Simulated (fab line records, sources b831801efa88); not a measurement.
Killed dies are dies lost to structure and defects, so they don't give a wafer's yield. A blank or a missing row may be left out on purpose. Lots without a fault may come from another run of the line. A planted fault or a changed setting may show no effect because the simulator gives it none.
Which tool did it? | flow sky130 | 12 lots, 36 wafers sampled, at 2 steps of a route of 708

WHAT THE GAUGES READ, wafer by wafer
SKY_SONOS_ONO_OVL_MEAS_14.
lot  | measured     | on         | SONOS_ONO_OVL (nm)
L075 | day 13 22:44 | overlay-01 | -2.3 0.1 -1.9
L077 | day 14 00:46 | overlay-02 | -0.4 -0.1 0.4
L079 | day 15 01:49 | overlay-02 | -0.2 1.6 0.7
L081 | day 15 10:58 | overlay-02 | 1.1 -1.0 2.4
L083 | day 15 23:20 | overlay-02 | -1.4 1.1 -0.1
L085 | day 16 16:39 | overlay-01 | 0.1 2.2 -0.4
L087 | day 17 07:01 | overlay-01 | 2.5 1.7 -0.2
L089 | day 17 17:57 | overlay-01 | -0.9 0.7 -0.1
L091 | day 18 08:35 | overlay-02 | -0.9 -0.1 -0.7
L093 | day 19 04:01 | overlay-02 | 1.4 2.0 3.3
L095 | day 20 07:34 | overlay-01 | -0.5 0.3 0.5
L097 | day 20 11:46 | overlay-02 | 2.7 3.6 0.7

WHICH TOOL RAN EACH LOT (tool, then ch and the chambers of the sampled wafers, then the start)
lot  | SKY_FIELD_ISO_ETCH_17
L075 | rie_si-01 ch 0,2,3, day 2 10:47
L077 | rie_si-02 ch 1,2,3, day 2 20:22
L079 | rie_si-01 ch 1,2,3, day 3 08:08
L081 | rie_si-01 ch 1,2,3, day 3 17:52
L083 | rie_si-02 ch 0,2,3, day 4 07:14
L085 | rie_si-02 ch 1,2,3, day 4 18:16
L087 | rie_si-02 ch 1,2,3, day 5 00:28
L089 | rie_si-02 ch 1,2,3, day 5 10:07
L091 | rie_si-02 ch 0,1,2, day 5 23:11
L093 | rie_si-01 ch 0,1,2, day 6 09:32
L095 | rie_si-01 ch 0,1,3, day 6 20:46
L097 | rie_si-02 ch 0,1,2, day 7 06:40
- SKY_FIELD_ISO_ETCH_17: etches Si in HBr/Cl2/O2, target depth 342 nm, time 97.7 s.

THE ANSWER, worked out from the rows above alone
Rule: what is usual is taken from the lots themselves. Put in order of their means at a reading, lots are off if they are a third of the lots or fewer, leave a main group of 4 or more, and stand apart from it by a gap of 3 or more times the standard deviation of the main group's means; of several such gaps the widest counts. A main group whose means are all the same, to the digits that the tables above print for the reading, isn't used. A lot without any number at a reading at which 4 lots or more have one is off too. The other lots that the step has rows for count as sound.
No lot is off at any reading shown: from this, nothing can be told.

WHAT THE SIMULATOR HAD PUT IN
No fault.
